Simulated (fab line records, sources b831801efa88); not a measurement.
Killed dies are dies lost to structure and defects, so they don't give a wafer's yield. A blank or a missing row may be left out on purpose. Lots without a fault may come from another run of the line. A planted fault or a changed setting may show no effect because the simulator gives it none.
fab line records | flow gf180mcu
record lots=5 wafers=15 last_day=33
route steps=602 shown V3@443 M4@456 V4@476
lots that met no fault: from a run of the same line without faults
start_h: hours from the record's first day to the start of the lot's first wafer shown | wait_h: hours since the lot's step before | " the same as in the row above | L1.1+2: a row that stands for several wafers | - no value, or no start given | * or withheld: withheld | < > ~ a bound
route shown NAME@n: a module of which the file shows steps, and the number in the route of the first | usual: mean/standard deviation of fault-free wafers | same: alike in all rows | chamber/n: place in a boat | sites: the reading at each site | _std_site: their standard deviation | _edge_site: outer sites' mean less inner sites' | radius_mm: how far each site lies from the wafer's centre | mask NAME#n: copy n | behind: the tool/chamber that last shaped the wafer | hold: why the lot was held/for how many hours/how that ended | device: the transistor (n, p or np) that didn't switch | end of line: the same wafers' tests at the end of the route | a step without rows: its recipe alone | killed: dies lost to structure and defects at the first sort, not the wafer's yield | map: a wafer's dies, x killed, . not, _ none there
set.NAME: the setting as run; set.NAME@STEP: as run at that earlier step | model.NAME: the simulator's own value behind a step, which no gauge read
lots at some steps of the route; a table a step, a row a wafer
services: from which hour (start_h, from the record's first day; less than 0 if before it) a tool's chamber was out of use, for how many hours, and why
## steps
# step GF_V3_CD_MEAS_14
# recipe target_cd_nm=260
# usual cd_nm=259.4/1
# columns lot.wafer tool chamber start_h wait_h cd_nm
L080.2 cd_sem-02 - 578.78 0.1 261.3
L080.3 " - " " 260.6
L080.6 " - " " 260.2
L082.4 cd_sem-01 - 586.08 0.1 258.5
L082.5 " - " " 260.5
L082.6 " - " " 258.1
L084.4 cd_sem-02 - 597.07 0.1 259.6
L084.5 " - " " 260.2
L084.6 " - " " 260.8
L086.1 cd_sem-01 - 619.28 0.1 258.9
L086.2 " - " " 259.9
L086.3 " - " " 260.3
L091.3 cd_sem-02 - 648.65 0.1 259.6
L091.4 " - " " 260.6
L091.6 " - " " 261.0
# step GF_V3_OVL_MEAS_15
# usual V3_OVL=0/6.1
# columns lot.wafer tool chamber start_h wait_h V3_OVL[nm]
L080.2 overlay-02 - 578.89 0.1 -5
L080.3 " - " " 0
L080.6 " - " " -9
L082.4 overlay-02 - 586.16 0.1 4
L082.5 " - " " 1
L082.6 " - " " 8
L084.4 overlay-02 - 597.15 0.1 -4
L084.5 " - " " 3
L084.6 " - " " 4
L086.1 overlay-01 - 619.40 0.1 -2
L086.2 " - " " 4
L086.3 " - " " -4
L091.3 overlay-01 - 648.74 0.1 9
L091.4 " - " " 4
L091.6 " - " " 13
# step GF_V3_ETCH_16
# recipe chemistry=N2/H2 target_depth_a=withheld overetch_a=withheld time_s=withheld target=BARC ion_energy_ev=200 source_w=500 bias_w=100 pressure_mtorr=30 n2_flow_sccm=100 h2_flow_sccm=200
# usual drypump_motor_current_A=5.7/0.43 n2_flow_sccm=100.0/0.32 oes_product_au=0.855/0.0051 throttle_valve_pct=13.226/0.0086
# columns lot.wafer tool chamber start_h wait_h drypump_motor_current_A n2_flow_sccm oes_product_au throttle_valve_pct
L080.2 rie_diel-03 0 578.92 0.0 5.3 99.8 0.859 13.228
L080.3 " 1 " " 6.2 99.5 0.849 13.214
L080.6 " 0 " " 5.3 99.7 0.854 13.202
L082.4 rie_diel-03 0 586.20 0.0 5.3 99.8 0.860 13.237
L082.5 " 2 " " 6.0 100.4 0.865 13.237
L082.6 " 3 " " 5.3 99.9 0.860 13.208
L084.4 rie_diel-03 3 597.19 0.0 5.3 100.1 0.868 13.237
L084.5 " 0 " " 5.3 100.1 0.847 13.222
L084.6 " 2 " " 6.0 100.4 0.858 13.232
L086.1 rie_diel-04 3 619.44 0.0 6.0 100.1 0.850 13.234
L086.2 " 2 " " 5.9 100.1 0.860 13.227
L086.3 " 0 " " 6.1 100.1 0.854 13.221
L091.3 rie_diel-04 1 648.77 0.0 5.6 99.9 0.854 13.221
L091.4 " 0 " " 6.1 99.8 0.861 13.224
L091.6 " 1 " " 5.5 100.4 0.854 13.225
# step GF_V3_ETCH_17
# recipe chemistry=C4F8/O2/Ar mask_material=KrF target=SiO2 stop_on=TiN source_w=1500 bias_w=1200 pressure_mtorr=40 c4f8_flow_sccm=withheld O2_flow_sccm=6 Ar_flow_sccm=300 time_s=withheld target_depth_a=6350
# usual oes_product_au=0.856/0.0053
# columns lot.wafer tool chamber start_h wait_h oes_product_au
L080.2 rie_diel-03 0 - - 0.861
L080.3 " 1 " " 0.850
L080.6 " 0 " " 0.852
L082.4 rie_diel-03 0 - - 0.857
L082.5 " 2 " " 0.850
L082.6 " 3 " " 0.856
L084.4 rie_diel-03 3 - - 0.862
L084.5 " 0 " " 0.861
L084.6 " 2 " " 0.846
L086.1 rie_diel-04 3 - - 0.861
L086.2 " 2 " " 0.859
L086.3 " 0 " " 0.860
L091.3 rie_diel-04 1 - - 0.856
L091.4 " 0 " " 0.861
L091.6 " 1 " " 0.846
# step GF_V3_STRIP_18
# recipe chemistry=O2/N2 power_w=1400 pressure_mtorr=1500 platen_temp_c=250 o2_flow_sccm=3000 n2_flow_sccm=300 overash_fraction=0.5
# usual drypump_motor_current_A=5.5/0.56 heater_power_w=322/30 n2_flow_sccm=300.0/0.92 o2_flow_sccm=3000/8.2 oes_product_au=0.592/0.0047
# columns lot.wafer tool chamber start_h wait_h drypump_motor_current_A heater_power_w n2_flow_sccm o2_flow_sccm oes_product_au rf_hours_counter_h
L080.2 plasma_asher-03 0 579.05 - 4.8 321 300.3 3011 0.598 98
L080.3 " 1 " " 5.8 328 298.7 3002 0.586 -
L080.6 " 1 " " 5.8 332 300.0 3003 0.590 -
L082.4 plasma_asher-01 0 586.34 - 5.7 352 301.2 2998 0.592 -
L082.5 " 1 " " 5.4 298 300.8 3000 0.597 -
L082.6 " 0 " " 5.7 352 301.2 2997 0.592 -
L084.4 plasma_asher-03 0 597.33 - 4.8 322 301.0 2988 0.588 -
L084.5 " 1 " " 5.8 341 300.7 3012 0.601 -
L084.6 " 0 " " 4.8 333 300.5 2993 0.597 -
L086.1 plasma_asher-03 0 619.57 - 4.8 322 301.0 2972 0.587 102
L086.2 " 1 " " 5.8 331 300.3 3005 0.581 102
L086.3 " 1 " " 5.8 326 300.1 3019 0.596 -
L091.3 plasma_asher-01 1 648.93 - 5.4 289 300.2 3007 0.599 -
L091.4 " 0 " " 5.7 344 300.0 2995 0.597 -
L091.6 " 1 " " 5.4 295 299.0 2992 0.597 -
# step GF_V3_STRIP_19
# recipe chemistry=post_etch_residue_remover time_s=1200 temp_c=72.5
# columns lot.wafer tool chamber start_h wait_h
L080.2+3+6 wet_bench-03 1 579.15 0.1
L082.4+5+6 wet_bench-01 2 586.41 0.0
L084.4+5+6 wet_bench-02 2 597.40 0.0
L086.1+2+3 wet_bench-02 3 619.67 0.1
L091.3+4+6 wet_bench-03 2 649.00 0.0
# step GF_V3_CLEAN_20
# recipe chemistry=DIW dry=n2_spin
# columns lot.wafer tool chamber start_h wait_h
L080.2+3+6 wet_bench-02 3 579.49 0.0
L082.4+5+6 wet_bench-02 3 586.75 0.0
L084.4+5+6 wet_bench-03 2 597.74 0.0
L086.1+2+3 wet_bench-03 0 620.07 0.0
L091.3+4+6 wet_bench-02 2 649.37 0.0
# step GF_V3_SPUTTER_21
# recipe material=Ti target_thk_nm=15 chamber_pressure_pa=5 power_w=2500 substrate_temp_c=200 time_s=80.02
# usual throttle_valve_pct=30.2/0.74
# columns lot.wafer tool chamber start_h wait_h throttle_valve_pct
L080.2 pvd_sputter-01 - 579.58 0.0 30.7
L080.3 " - " " 30.7
L080.6 " - " " 30.3
L082.4 pvd_sputter-02 - 586.84 0.0 29.8
L082.5 " - " " 29.4
L082.6 " - " " 29.6
L084.4 pvd_sputter-03 - 597.83 0.0 29.6
L084.5 " - " " 30.0
L084.6 " - " " 29.7
L086.1 pvd_sputter-01 - 620.16 0.0 30.3
L086.2 " - " " 30.7
L086.3 " - " " 30.0
L091.3 pvd_sputter-03 - 649.46 0.0 29.4
L091.4 " - " " 30.2
L091.6 " - " " 31.0
# step GF_V3_SPUTTER_22
# recipe material=TiN target_thk_nm=10 chamber_pressure_pa=5 power_w=4000 time_s=40
# usual throttle_valve_pct=30.2/0.73
# columns lot.wafer tool chamber start_h wait_h throttle_valve_pct
L080.2 pvd_sputter-01 - 579.64 0.0 31.0
L080.3 " - " " 30.5
L080.6 " - " " 30.3
L082.4 pvd_sputter-02 - 586.90 0.0 29.7
L082.5 " - " " 29.6
L082.6 " - " " 29.8
L084.4 pvd_sputter-03 - 597.89 0.0 29.7
L084.5 " - " " 30.0
L084.6 " - " " 29.9
L086.1 pvd_sputter-01 - 620.23 0.0 30.1
L086.2 " - " " 30.8
L086.3 " - " " 30.5
L091.3 pvd_sputter-03 - 649.52 0.0 29.5
L091.4 " - " " 29.7
L091.6 " - " " 31.0
# step GF_V3_CVD_23
# recipe material=W target_thk_nm=350 time_s=104.9 temp_c=400 pressure_torr=40
# usual heater_power_w=916/110 susceptor_temp_C=400.00/0.21
# columns lot.wafer tool chamber start_h wait_h heater_power_w susceptor_temp_C
L080.2 cvd_w-01 1 579.68 0.0 789 399.87
L080.3 " 0 " " 863 399.82
L080.6 " 1 " " 779 399.94
L082.4 cvd_w-02 0 586.98 0.1 997 399.46
L082.5 " 1 " " 1086 400.13
L082.6 " 0 " " 976 399.62
L084.4 cvd_w-02 0 597.97 0.1 962 399.70
L084.5 " 0 " " 984 400.01
L084.6 " 1 " " 1069 400.08
L086.1 cvd_w-01 1 620.26 0.0 771 400.18
L086.2 " 0 " " 845 399.84
L086.3 " 0 " " 849 399.88
L091.3 cvd_w-01 0 649.60 0.1 838 399.73
L091.4 " 1 " " 771 400.07
L091.6 " 0 " " 838 400.19
# step GF_V3_RS_MEAS_24
# recipe thk_meas_gauge=four-point-probe reads=W_of_V3_CVD_23+TiN_of_V3_SPUTTER_22+Ti_of_V3_SPUTTER_21
# usual V3_W_RS=0.328/0.0031
# columns lot.wafer tool chamber start_h wait_h V3_W_RS[ohm/sq]
L080.2 film_metro-02 - 579.81 0.1 0.327
L080.3 " - " " 0.330
L080.6 " - " " 0.329
L082.4 film_metro-04 - 587.11 0.1 0.333
L082.5 " - " " 0.331
L082.6 " - " " 0.327
L084.4 film_metro-04 - 598.10 0.1 0.328
L084.5 " - " " 0.327
L084.6 " - " " 0.326
L086.1 film_metro-01 - 620.38 0.1 0.336
L086.2 " - " " 0.325
L086.3 " - " " 0.330
L091.3 film_metro-02 - 649.71 0.1 0.332
L091.4 " - " " 0.331
L091.6 " - " " 0.331
# step GF_V3_THK_MEAS_25
# recipe thk_meas_gauge=xrf reads=W_of_V3_CVD_23
# usual V3_W_THK=351/4.1
# columns lot.wafer tool chamber start_h wait_h V3_W_THK[nm]
L080.2 film_metro-02 - 579.92 0.1 353
L080.3 " - " " 351
L080.6 " - " " 351
L082.4 film_metro-04 - 587.20 0.1 340
L082.5 " - " " 344
L082.6 " - " " 348
L084.4 film_metro-04 - 598.19 0.1 347
L084.5 " - " " 346
L084.6 " - " " 349
L086.1 film_metro-01 - 620.50 0.1 348
L086.2 " - " " 360
L086.3 " - " " 353
L091.3 film_metro-02 - 649.81 0.1 351
L091.4 " - " " 355
L091.6 " - " " 353
# step GF_V3_CMP_26
# recipe stop_on=SiO2 down_force_psi=3.5 platen_rpm=60 t_overpolish_s=15 target_thk_nm=0 pad_velocity_m_s=0.94248
# usual edge_zone_pressure_frac=1.000/0.0048 motor_current_A=10.9/0.86 overpolish_run_s=15.000/0.0088 time_to_endpoint_s=85.7/2.6
# columns lot.wafer tool chamber start_h wait_h edge_zone_pressure_frac motor_current_A overpolish_run_s time_to_endpoint_s
L080.3 cmp-02 0 580.07 0.1 0.997 10.1 15.005 84.0
L080.2 " 1 " " 1.001 10.1 14.993 86.2
L080.6 " 3 " " 0.997 11.2 14.996 82.7
L082.4 cmp-01 2 587.38 0.2 0.999 11.2 14.999 82.2
L082.6 " 3 " " 1.007 11.7 15.009 89.1
L082.5 " 0 " " 1.001 11.8 15.012 86.6
L084.4 cmp-02 1 598.37 0.2 0.998 9.5 14.996 86.4
L084.6 " 2 " " 1.011 10.4 15.007 87.2
L084.5 " 3 " " 1.000 10.8 15.010 87.0
L086.2 cmp-02 0 620.56 0.0 1.002 9.9 14.998 83.5
L086.3 " 1 " " 1.004 9.7 14.997 80.4
L086.1 " 3 " " 1.000 11.5 15.001 81.0
L091.4 cmp-02 3 649.85 0.0 1.001 11.6 14.995 84.3
L091.3 " 1 " " 0.999 9.3 15.010 86.0
L091.6 " 0 " " 1.006 9.7 14.994 82.8
# step GF_M4_SPUTTER_00
# recipe material=Ti target_thk_nm=37.5 arriving_ion_energy_ev=80 substrate_temp_c=200 chamber_pressure_pa=2 power_w=4000 time_s=150
# usual throttle_valve_pct=30.3/1.5
# columns lot.wafer tool chamber start_h wait_h throttle_valve_pct
L080.2 pvd_sputter-04 - 580.27 0.1 27.8
L080.3 " - " " 32.1
L080.6 " - " " 27.6
L082.4 pvd_sputter-03 - 587.53 0.1 30.9
L082.5 " - " " 29.5
L082.6 " - " " 30.9
L084.4 pvd_sputter-04 - 598.52 0.1 27.4
L084.5 " - " " 29.3
L084.6 " - " " 27.4
L086.1 pvd_sputter-04 - 620.86 0.1 29.5
L086.2 " - " " 27.6
L086.3 " - " " 32.7
L091.3 pvd_sputter-03 - 650.15 0.1 30.9
L091.4 " - " " 29.3
L091.6 " - " " 31.0
# step GF_M4_SPUTTER_01
# recipe material=TiN target_thk_nm=30 power_w=6500 time_s=25 chamber_pressure_pa=0.4
# usual throttle_valve_pct=30.3/1.5
# columns lot.wafer tool chamber start_h wait_h throttle_valve_pct
L080.2 pvd_sputter-04 - 580.37 0.1 27.6
L080.3 " - " " 31.8
L080.6 " - " " 28.0
L082.4 pvd_sputter-03 - 587.63 0.1 31.0
L082.5 " - " " 29.5
L082.6 " - " " 31.1
L084.4 pvd_sputter-04 - 598.62 0.1 27.8
L084.5 " - " " 29.8
L084.6 " - " " 27.8
L086.1 pvd_sputter-04 - 620.96 0.1 29.4
L086.2 " - " " 27.8
L086.3 " - " " 32.5
L091.3 pvd_sputter-03 - 650.25 0.1 30.9
L091.4 " - " " 29.5
L091.6 " - " " 30.6
# step GF_M4_SPUTTER_02
# recipe material=AlCu target_thk_nm=450 power_w=10600 time_s=23.9 chamber_pressure_pa=0.4
# usual throttle_valve_pct=30.3/1.5
# columns lot.wafer tool chamber start_h wait_h throttle_valve_pct
L080.2 pvd_sputter-04 - 580.40 0.0 27.7
L080.3 " - " " 32.1
L080.6 " - " " 27.7
L082.4 pvd_sputter-03 - 587.66 0.0 30.9
L082.5 " - " " 29.6
L082.6 " - " " 30.9
L084.4 pvd_sputter-04 - 598.65 0.0 27.6
L084.5 " - " " 29.5
L084.6 " - " " 27.6
L086.1 pvd_sputter-04 - 620.99 0.0 29.4
L086.2 " - " " 27.4
L086.3 " - " " 32.6
L091.3 pvd_sputter-03 - 650.28 0.0 31.0
L091.4 " - " " 29.6
L091.6 " - " " 30.8
# step GF_M4_SPUTTER_03
# recipe material=Ti target_thk_nm=10 substrate_temp_c=300 chamber_pressure_pa=0.3 power_w=3000 time_s=6.7
# usual throttle_valve_pct=30.3/1.5
# columns lot.wafer tool chamber start_h wait_h throttle_valve_pct
L080.2 pvd_sputter-04 - 580.43 0.0 27.9
L080.3 " - " " 32.2
L080.6 " - " " 27.9
L082.4 pvd_sputter-03 - 587.69 0.0 30.9
L082.5 " - " " 29.4
L082.6 " - " " 30.6
L084.4 pvd_sputter-04 - 598.68 0.0 27.9
L084.5 " - " " 29.6
L084.6 " - " " 27.8
L086.1 pvd_sputter-04 - 621.02 0.0 29.6
L086.2 " - " " 27.8
L086.3 " - " " 32.3
L091.3 pvd_sputter-03 - 650.31 0.0 30.8
L091.4 " - " " 29.5
L091.6 " - " " 31.0
# step GF_M4_SPUTTER_04
# recipe material=TiN target_thk_nm=50 power_w=6500 time_s=41.7 chamber_pressure_pa=0.4
# usual throttle_valve_pct=30.3/1.5
# columns lot.wafer tool chamber start_h wait_h throttle_valve_pct
L080.2 pvd_sputter-04 - 580.45 0.0 27.6
L080.3 " - " " 32.1
L080.6 " - " " 27.8
L082.4 pvd_sputter-03 - 587.72 0.0 31.1
L082.5 " - " " 29.5
L082.6 " - " " 30.9
L084.4 pvd_sputter-04 - 598.70 0.0 27.4
L084.5 " - " " 29.6
L084.6 " - " " 27.5
L086.1 pvd_sputter-04 - 621.04 0.0 29.5
L086.2 " - " " 27.7
L086.3 " - " " 32.6
L091.3 pvd_sputter-03 - 650.33 0.0 30.9
L091.4 " - " " 29.6
L091.6 " - " " 30.9
# step GF_M4_RS_MEAS_05
# recipe thk_meas_gauge=four-point-probe reads=TiN_of_M4_SPUTTER_04+Ti_of_M4_SPUTTER_03+AlCu_of_M4_SPUTTER_02+TiN_of_M4_SPUTTER_01+Ti_of_M4_SPUTTER_00
# usual M4_ALCU_RS=0.0695/0.00068
# columns lot.wafer tool chamber start_h wait_h M4_ALCU_RS[ohm/sq]
L080.2 film_metro-03 - 580.51 0.0 0.0694
L080.3 " - " " 0.0689
L080.6 " - " " 0.0688
L082.4 film_metro-01 - 587.81 0.1 0.0694
L082.5 " - " " 0.0687
L082.6 " - " " 0.0693
L084.4 film_metro-01 - 598.80 0.1 0.0699
L084.5 " - " " 0.0692
L084.6 " - " " 0.0693
L086.1 film_metro-02 - 621.08 0.0 0.0706
L086.2 " - " " 0.0693
L086.3 " - " " 0.0701
L091.3 film_metro-01 - 650.41 0.1 0.0694
L091.4 " - " " 0.0686
L091.6 " - " " 0.0695
# step GF_M4_THK_MEAS_06
# recipe thk_meas_gauge=xrf reads=AlCu_of_M4_SPUTTER_02
# usual M4_ALCU_THK=450/4.3
# columns lot.wafer tool chamber start_h wait_h M4_ALCU_THK[nm]
L080.2 film_metro-03 - 580.62 0.1 450
L080.3 " - " " 453
L080.6 " - " " 454
L082.4 film_metro-01 - 587.90 0.1 453
L082.5 " - " " 457
L082.6 " - " " 452
L084.4 film_metro-01 - 598.89 0.1 447
L084.5 " - " " 450
L084.6 " - " " 450
L086.1 film_metro-02 - 621.20 0.1 440
L086.2 " - " " 448
L086.3 " - " " 442
L091.3 film_metro-01 - 650.51 0.1 450
L091.4 " - " " 458
L091.6 " - " " 452
# step GF_M4_DEHYDRATE_07
# recipe temp_c=200 time_s=60
# columns lot.wafer tool chamber start_h wait_h
L080.2+3+6 litho_track-01 0 590.59 10.0
L082.4+5+6 litho_track-01 0 598.04 10.1
L084.4+5+6 litho_track-02 0 609.19 10.3
L086.1+2+3 litho_track-02 0 630.42 9.2
L091.3+4+6 litho_track-04 0 659.47 8.9
# step GF_M4_HMDS_08
# recipe prime_time_s=60 prime_temp_c=120
# columns lot.wafer tool chamber start_h wait_h
L080.2+3+6 litho_track-01 0 590.74 0.1
L082.4+5+6 litho_track-01 0 598.19 0.1
L084.4+5+6 litho_track-02 0 609.34 0.1
L086.1+2+3 litho_track-02 0 630.57 0.1
L091.3+4+6 litho_track-04 0 659.62 0.1
# step GF_M4_COAT_09
# recipe resist=KrF spin_rpm=withheld resist_thk_nm=1000
# columns lot.wafer tool chamber start_h wait_h
L080.2+3+6 litho_track-01 0 590.89 0.1
L082.4+5+6 litho_track-01 0 598.34 0.1
L084.4+5+6 litho_track-02 0 609.49 0.1
L086.1+2+3 litho_track-02 0 630.72 0.1
L091.3+4+6 litho_track-04 0 659.77 0.1
# step GF_M4_SOFTBAKE_10
# recipe temp_c=130 time_s=60 resist=KrF
# columns lot.wafer tool chamber start_h wait_h
L080.2+3+6 litho_track-01 0 591.04 0.1
L082.4+5+6 litho_track-01 0 598.49 0.1
L084.4+5+6 litho_track-02 0 609.64 0.1
L086.1+2+3 litho_track-02 0 630.87 0.1
L091.3+4+6 litho_track-04 0 659.92 0.1
# step GF_M4_EXPOSE_11
# recipe mask_id=Metal4 target_cd_nm=280 na=0.68 source_shape=conventional sigma_outer=0.6 dose_mj=28
# usual focus_offset_nm=0.1/0.56
# columns lot.wafer tool chamber start_h wait_h mask focus_offset_nm
L080.2 krf_scanner-02 0 - - Metal4#0 -0.7
L080.3 " 0 " " Metal4#0 -0.7
L080.6 " 0 " " Metal4#0 -0.2
L082.4 krf_scanner-02 0 - - Metal4#0 1.4
L082.5 " 0 " " Metal4#0 1.5
L082.6 " 0 " " Metal4#0 0.9
L084.4 krf_scanner-01 0 - - Metal4#0 0.8
L084.5 " 0 " " Metal4#0 -0.3
L084.6 " 0 " " Metal4#0 -0.2
L086.1 krf_scanner-01 0 - - Metal4#0 -0.3
L086.2 " 0 " " Metal4#0 0.8
L086.3 " 0 " " Metal4#0 0.2
L091.3 krf_scanner-02 0 - - Metal4#0 -0.3
L091.4 " 0 " " Metal4#0 0.2
L091.6 " 0 " " Metal4#0 -0.5
# step GF_M4_PEB_12
# recipe peb_temp_c=135 peb_time_s=90 resist=KrF
# columns lot.wafer tool chamber start_h wait_h
L080.2+3+6 litho_track-04 0 - -
L082.4+5+6 litho_track-04 0 - -
L084.4+5+6 litho_track-01 0 - -
L086.1+2+3 litho_track-02 0 - -
L091.3+4+6 litho_track-04 0 - -
# step GF_M4_DEVELOP_13
# recipe develop_time_s=60 dev_temp_c=21
# columns lot.wafer tool chamber start_h wait_h
L080.2+3+6 litho_track-04 0 601.55 0.2
L082.4+5+6 litho_track-04 0 609.20 0.1
L084.4+5+6 litho_track-01 0 620.04 0.1
L086.1+2+3 litho_track-02 0 641.27 0.2
L091.3+4+6 litho_track-04 0 669.47 0.1
# step GF_M4_CD_MEAS_14
# recipe target_cd_nm=280
# usual cd_nm=280.7/1.2
# columns lot.wafer tool chamber start_h wait_h cd_nm
L080.2 cd_sem-02 - 601.69 0.1 280.3
L080.3 " - " " 280.5
L080.6 " - " " 280.4
L082.4 cd_sem-01 - 609.33 0.1 280.4
L082.5 " - " " 280.4
L082.6 " - " " 280.6
L084.4 cd_sem-01 - 620.17 0.1 278.8
L084.5 " - " " 280.1
L084.6 " - " " 280.2
L086.1 cd_sem-02 - 641.42 0.1 281.1
L086.2 " - " " 282.1
L086.3 " - " " 282.2
L091.3 cd_sem-01 - 669.61 0.1 281.0
L091.4 " - " " 280.7
L091.6 " - " " 282.1
# step GF_M4_OVL_MEAS_15
# usual M4_OVL=3/5.1
# columns lot.wafer tool chamber start_h wait_h M4_OVL[nm]
L080.2 overlay-02 - 601.80 0.1 -4
L080.3 " - " " -3
L080.6 " - " " -2
L082.4 overlay-01 - 609.41 0.1 5
L082.5 " - " " 9
L082.6 " - " " -2
L084.4 overlay-01 - 620.25 0.1 7
L084.5 " - " " 1
L084.6 " - " " 6
L086.1 overlay-01 - 641.54 0.1 9
L086.2 " - " " 2
L086.3 " - " " 9
L091.3 overlay-02 - 669.70 0.1 2
L091.4 " - " " 2
L091.6 " - " " 3
# step GF_M4_METAL_ETCH_16
# recipe chemistry=Cl2/BCl3 mask_material=KrF target_depth_nm=627.5 stop_on=SiO2 pressure_mtorr=8 icp_w=800 bias_w=140 Cl2_flow_sccm=80 bcl3_flow_sccm=40 time_s=104.6
# usual drypump_motor_current_A=5.9/0.45 oes_product_au=0.973/0.0059 throttle_valve_pct=28.249/0.011
# columns lot.wafer tool chamber start_h wait_h drypump_motor_current_A oes_product_au rf_hours_counter_h throttle_valve_pct
L080.2 rie_metal-03 0 601.87 0.1 5.0 0.968 - 28.238
L080.3 " 0 " " 5.0 0.979 - 28.234
L080.6 " 0 " " 5.0 0.972 - 28.233
L082.4 rie_metal-02 1 609.47 0.0 6.4 0.976 - 28.263
L082.5 " 1 " " 6.4 0.976 - 28.260
L082.6 " 0 " " 6.0 0.978 - 28.269
L084.4 rie_metal-02 0 620.30 0.0 6.0 0.977 - 28.254
L084.5 " 1 " " 6.3 0.971 - 28.238
L084.6 " 0 " " 6.0 0.982 - 28.236
L086.1 rie_metal-02 0 641.57 0.0 6.0 0.971 4 28.253
L086.2 " 1 " " 6.4 0.975 5 28.254
L086.3 " 0 " " 6.0 0.967 - 28.238
L091.3 rie_metal-01 1 669.77 0.1 6.1 0.976 - 28.251
L091.4 " 0 " " 6.2 0.975 - 28.245
L091.6 " 1 " " 6.1 0.976 - 28.242
# step GF_M4_STRIP_17
# recipe chemistry=O2/N2 power_w=1400 pressure_mtorr=1500 platen_temp_c=250 o2_flow_sccm=3000 n2_flow_sccm=300 overash_fraction=0.5
# usual drypump_motor_current_A=5.6/0.56 heater_power_w=320/39 n2_flow_sccm=299.9/1 o2_flow_sccm=3002/9.4 oes_product_au=0.559/0.0055 strip_time_to_endpoint_s=7.90/0.031
# columns lot.wafer tool chamber start_h wait_h drypump_motor_current_A heater_power_w n2_flow_sccm o2_flow_sccm oes_product_au rf_hours_counter_h strip_time_to_endpoint_s
L080.2 plasma_asher-04 0 602.05 0.1 5.9 287 300.3 3006 0.560 82 7.91
L080.3 " 0 " " 5.9 291 300.9 3006 0.556 - 7.88
L080.6 " 0 " " 5.9 290 299.0 3004 0.554 - 7.88
L082.4 plasma_asher-04 0 609.57 0.1 5.9 285 299.1 2994 0.564 - 7.96
L082.5 " 0 " " 5.9 295 299.2 3001 0.554 - 7.90
L082.6 " 1 " " 6.1 369 300.9 3009 0.560 - 7.93
L084.4 plasma_asher-01 1 620.41 0.1 5.4 293 298.7 3003 0.558 - 7.89
L084.5 " 1 " " 5.4 298 300.1 2988 0.560 - 7.87
L084.6 " 0 " " 5.7 354 300.6 2995 0.562 - 7.86
L086.1 plasma_asher-01 0 641.69 0.1 5.7 347 298.4 2997 0.565 54 7.93
L086.2 " 1 " " 5.4 292 300.4 3009 0.548 54 7.91
L086.3 " 1 " " 5.4 290 300.6 2994 0.569 - 7.90
L091.3 plasma_asher-02 0 669.87 0.1 6.4 344 299.2 3018 0.560 - 7.93
L091.4 " 1 " " 4.7 264 298.5 2998 0.559 - 7.91
L091.6 " 1 " " 4.7 267 299.0 2998 0.560 - 7.95
# step GF_M4_STRIP_18
# recipe chemistry=post_etch_residue_remover time_s=1200 temp_c=72.5
# columns lot.wafer tool chamber start_h wait_h
L080.2+3+6 wet_bench-04 2 602.15 0.1
L082.4+5+6 wet_bench-02 3 609.64 0.0
L084.4+5+6 wet_bench-02 3 620.48 0.0
L086.1+2+3 wet_bench-04 3 641.79 0.1
L091.3+4+6 wet_bench-04 2 669.94 0.0
# step GF_M4_CLEAN_19
# recipe chemistry=DIW dry=n2_spin
# columns lot.wafer tool chamber start_h wait_h
L080.2+3+6 wet_bench-02 1 602.53 0.0
L082.4+5+6 wet_bench-04 0 609.98 0.0
L084.4+5+6 wet_bench-01 2 620.89 0.0
L086.1+2+3 wet_bench-01 1 642.13 0.0
L091.3+4+6 wet_bench-01 3 670.28 0.0
# step GF_V4_CVD_00
# recipe material=SiO2 target_thk_nm=600 sigma_open_frac=0.3 temp_c=400 time_s=100 sih4_flow_sccm=60 pressure_mtorr=6
# usual susceptor_temp_C=400.01/0.22
# columns lot.wafer tool chamber start_h wait_h susceptor_temp_C
L080.2 hdpcvd-01 1 602.62 0.0 399.63
L080.3 " 0 " " 400.28
L080.6 " 1 " " 400.12
L082.4 hdpcvd-02 1 610.11 0.0 400.21
L082.5 " 2 " " 399.65
L082.6 " 0 " " 400.05
L084.4 hdpcvd-01 0 621.01 0.0 399.76
L084.5 " 1 " " 399.62
L084.6 " 2 " " 400.15
L086.1 hdpcvd-02 1 642.22 0.0 400.20
L086.2 " 0 " " 400.11
L086.3 " 2 " " 400.12
L091.3 hdpcvd-01 0 670.37 0.0 400.33
L091.4 " 1 " " 400.30
L091.6 " 0 " " 399.90
# step GF_V4_THK_MEAS_01
# recipe reads=SiO2_of_V4_CVD_00
# usual V4_CVD_00_THK=599/6
# columns lot.wafer tool chamber start_h wait_h V4_CVD_00_THK[nm]
L080.2 film_metro-04 - 602.70 0.0 588
L080.3 " - " " 595
L080.6 " - " " 592
L082.4 film_metro-03 - 610.18 0.0 605
L082.5 " - " " 609
L082.6 " - " " 608
L084.4 film_metro-03 - 621.08 0.0 589
L084.5 " - " " 593
L084.6 " - " " 606
L086.1 film_metro-03 - 642.29 0.0 590
L086.2 " - " " 591
L086.3 " - " " 591
L091.3 film_metro-01 - 670.47 0.1 595
L091.4 " - " " 589
L091.6 " - " " 599
# step GF_V4_CVD_02
# recipe material=SiO2 target_thk_nm=850 precursor=TEOS temp_c=400 time_s=94.851 rf_w=600
# usual heater_power_w=638/100 susceptor_temp_C=400.00/0.2
# columns lot.wafer tool chamber start_h wait_h heater_power_w susceptor_temp_C
L080.2 pecvd-04 1 602.75 0.0 697 400.32
L080.3 " 2 " " 747 400.05
L080.6 " 1 " " 568 399.98
L082.4 pecvd-01 2 610.24 0.1 738 399.83
L082.5 " 0 " " 498 400.09
L082.6 " 1 " " 604 399.99
L084.4 pecvd-01 2 621.14 0.1 772 400.06
L084.5 " 0 " " 509 400.25
L084.6 " 1 " " 471 399.74
L086.1 pecvd-02 1 642.35 0.1 655 399.69
L086.2 " 0 " " 532 400.06
L086.3 " 2 " " 608 400.09
L091.3 pecvd-01 2 670.51 0.0 757 400.42
L091.4 " 0 " " 608 399.89
L091.6 " 1 " " 544 400.21
## services
# columns tool chamber start_h hours kind
hdpcvd-01 - 559.42 2.8 pm
cvd_w-02 - 562.43 1.5 repair
cmp-02 - 572.00 4.0 pm
rie_diel-04 1 574.37 8.4 repair
plasma_asher-04 - 579.89 2.6 repair
cmp-02 - 584.04 7.7 pm
krf_scanner-01 - 591.88 1.0 pm
hdpcvd-02 0 592.82 13.4 repair
krf_scanner-01 - 595.08 0.8 pm
cvd_w-02 - 602.81 0.3 repair
krf_scanner-02 - 603.59 1.0 pm
pvd_sputter-02 - 607.56 3.6 repair
plasma_asher-03 - 608.35 2.8 pm
krf_scanner-02 - 610.51 0.8 pm
krf_scanner-01 - 614.07 1.9 repair
krf_scanner-02 - 618.62 1.3 pm
cmp-02 - 619.13 0.9 repair
cvd_w-01 1 631.26 10.3 repair
rie_diel-03 2 631.65 68.9 repair
krf_scanner-01 - 636.06 4.0 pm
wet_bench-03 - 643.12 1.1 repair
krf_scanner-02 - 651.47 0.7 repair
pvd_sputter-04 - 655.33 0.7 repair
pecvd-01 - 658.22 1.4 repair
## key
fault none
